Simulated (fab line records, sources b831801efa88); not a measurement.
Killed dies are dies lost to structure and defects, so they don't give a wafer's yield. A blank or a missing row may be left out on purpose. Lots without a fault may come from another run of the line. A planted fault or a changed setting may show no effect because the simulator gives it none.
One fault seen from 2 desks | flow sky130 | each desk has only its own numbers; what lay behind them comes last

THE TOOL OWNER'S DESK: rtp_anneal-02
The tool's own readings at SKY_SD_N_RTA_14 (time 2 s): means of the sampled wafers that have a number, for each lot that ran on this tool. A lot is out of limits, marked OUT, if its mean lies more than 4 standard deviations from the usual mean; the brackets give that distance.
Columns: A = lamp_power_pct at SKY_SD_N_RTA_14, usual 15.73 %; B = ramp_down_c_per_s at SKY_SD_N_RTA_14, usual 90.001; C = wafer_temp_C_max at SKY_SD_N_RTA_14, usual 1078.1
lot  | first seen here | A                | B      | C
L437 | day 28 12:15    | 15.71            | 89.994 | 1078.1
L445 | day 31 19:13    | 15.74            | 89.985 | 1077.8
L448 | day 32 10:45    | 15.78            | 90.004 | 1079.3
L457 | day 35 08:15    | 16.00 (+5.0) OUT | 90.020 | 1093.8 (+12) OUT
L459 | day 35 12:19    | 15.99 (+4.9) OUT | 89.996 | 1093.7 (+12) OUT
This desk's finding: out of limits on L457, L459; first on L457, day 35 08:15 (lamp_power_pct at SKY_SD_N_RTA_14). In limits: L437, L445, L448.

THE METROLOGY DESK
What the gauges read, lot by lot, whatever tool the lot ran on: means of the sampled wafers that have a number. A lot is out of limits, marked OUT, if its mean lies more than 4 standard deviations from the usual mean; the brackets give that distance.
Columns: A = SD_N_RS at SKY_SD_N_RS_MEAS_16, usual 68.56 ohm/sq; B = SD_P_RS at SKY_SD_N_RS_MEAS_17, usual 147.1 ohm/sq
lot  | first seen here | A               | B
L436 | day 28 04:02    | 68.71           | 148.0
L437 | day 28 12:26    | 68.58           | 146.9
L442 | day 30 09:13    | 68.53           | 147.4
L444 | day 31 02:27    | 68.72           | 147.6
L445 | day 31 19:23    | 68.56           | 147.3
L447 | day 32 08:04    | 68.40           | 146.8
L448 | day 32 10:55    | 68.60           | 147.3
L449 | day 32 18:23    | 68.63           | 147.3
L454 | day 34 07:28    | 68.60           | 147.1
L457 | day 35 08:25    | 65.87 (-22) OUT | 134.2 (-31) OUT
L459 | day 35 12:29    | 66.06 (-21) OUT | 134.6 (-30) OUT
This desk's finding: out of limits on L457, L459; first on L457, day 35 08:25 (SD_N_RS at SKY_SD_N_RS_MEAS_16). In limits: L436, L437, L442, L444, L445, L447, L448, L449, L454.

PUT TOGETHER
The tool owner's desk could have raised an alarm at day 35 08:15, on L457, L459.
The metrology desk could have raised an alarm at day 35 08:25, on L457, L459.
Of the lots named, all ran SKY_SD_N_RTA_14 on rtp_anneal-02.

WHAT THE SIMULATOR HAD PUT IN
Process parameter drift: rtp_anneal-02, from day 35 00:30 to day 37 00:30, at SKY_SD_N_RTA_14. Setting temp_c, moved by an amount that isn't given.
Lots struck among those shown: L457, L459.
Hours from the fault's start to each desk's first reading out of limits: the tool owner's desk, 8; the metrology desk, 8.
